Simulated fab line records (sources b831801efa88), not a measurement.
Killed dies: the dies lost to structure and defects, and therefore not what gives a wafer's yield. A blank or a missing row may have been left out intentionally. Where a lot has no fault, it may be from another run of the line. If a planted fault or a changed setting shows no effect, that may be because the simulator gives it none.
One fault through the eyes of 2 desks || flow sky130 || each desk has only its own numbers; what lay behind them comes last

FROM THE METROLOGY DESK
What the gauges read for every lot (on any tool): the sampled wafers with a number, averaged. Marked OUT: a lot whose mean sits more than 4 standard deviations from the usual mean, which makes it out of limits; the brackets give that distance.
Columns: A = FIELD_ISO_OXIDATION_00_THK at SKY_FIELD_ISO_THK_MEAS_02, usual 11.96 nm; B = PWDE_TW at SKY_PWDE_TW_MEAS_10, usual 372.6; C = PWDE_RS at SKY_NWELL_RS_MEAS_31, usual 5277 ohm/sq; D = GATE_OXIDE_OVL at SKY_GATE_OXIDE_OVL_MEAS_10, usual 0.1 nm
{"lot": "L287", "first seen here": "day 1 12:07", "A": 12.18, "B": 370.8, "C": 5277, "D": 0.5}
{"lot": "L288", "first seen here": "day 1 17:37", "A": 12.03, "B": 369.7, "C": 5268, "D": -2.6}
{"lot": "L289", "first seen here": "day 1 22:27", "A": 11.70, "B": 375.7, "C": 5279, "D": 2.5}
{"lot": "L291", "first seen here": "day 2 09:06", "A": 12.11, "B": 370.6, "C": 5266, "D": -0.7}
{"lot": "L292", "first seen here": "day 2 13:39", "A": 12.02, "B": 372.5, "C": 5292, "D": -1.2}
{"lot": "L293", "first seen here": "day 2 18:38", "A": 12.25, "B": 377.1, "C": 5297, "D": 3.0}
{"lot": "L296", "first seen here": "day 3 14:03", "A": 11.71, "B": 379.5, "C": 5279, "D": -1.3}
{"lot": "L299", "first seen here": "day 4 01:26", "A": 12.07, "B": "348.6 (-8.6) OUT", "C": "6244 (+64) OUT", "D": -0.9}
{"lot": "L301", "first seen here": "day 4 09:38", "A": 11.62, "B": "347.5 (-9.0) OUT", "C": "6218 (+63) OUT", "D": -0.4}
{"lot": "L302", "first seen here": "day 4 16:53", "A": 11.89, "B": 371.1, "C": 5303, "D": -1.6}
{"lot": "L308", "first seen here": "day 5 20:38", "A": 12.08, "B": 372.1, "C": 5258, "D": 1.2}
{"lot": "L310", "first seen here": "day 6 08:09", "A": 11.92, "B": 378.3, "C": 5279, "D": 3.0}
This desk's finding: out of limits on L299, L301; first on L299, day 6 15:43 (PWDE_TW at SKY_PWDE_TW_MEAS_10). L287, L288, L289, L291, L292, L293, L296, L302, L308, L310: within limits.

THE TOOL OWNER'S DESK: implanter-03
SKY_PWDE_IMPLANT_08, tool's own readings: per-lot mean of the sampled wafers with a number, covering each lot this tool ran. Marked OUT: a lot whose mean sits more than 4 standard deviations from the usual mean, which makes it out of limits; the brackets give that distance.
Columns: A = doseIonsCm2 at SKY_PWDE_IMPLANT_08, usual 3.6e+12; B = faradayCurrentUA at SKY_PWDE_IMPLANT_08, usual 20.3
{"lot": "L289", "first seen here": "day 4 08:55", "A": 3.6e+12, "B": 20.0}
{"lot": "L292", "first seen here": "day 5 05:55", "A": 3.6e+12, "B": 20.2}
{"lot": "L299", "first seen here": "day 6 15:28", "A": "2.9e+12 (-99 or more) OUT", "B": "16.6 (-9.6) OUT"}
{"lot": "L301", "first seen here": "day 7 03:21", "A": "2.9e+12 (-99 or more) OUT", "B": "16.6 (-9.6) OUT"}
Finding of this desk: L299, L301 out of limits; the first was L299 at day 6 15:28, on doseIonsCm2 at SKY_PWDE_IMPLANT_08. L289, L292: within limits.

BROUGHT TOGETHER
An alarm could have come from the tool owner's desk at day 6 15:28, on L299, L301.
An alarm was possible from the metrology desk at day 6 15:43, on L299, L301.
SKY_PWDE_IMPLANT_08 was run on implanter-03 by each of the lots named.

WHAT WAS PUT IN BY THE SIMULATOR
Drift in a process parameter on implanter-03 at SKY_PWDE_IMPLANT_08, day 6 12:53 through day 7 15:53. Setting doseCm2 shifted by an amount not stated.
Lots struck among those shown: L299, L301.
Counting hours from when the fault started, the first reading out of limits came at 3 for the tool owner's desk and at 3 for the metrology desk.
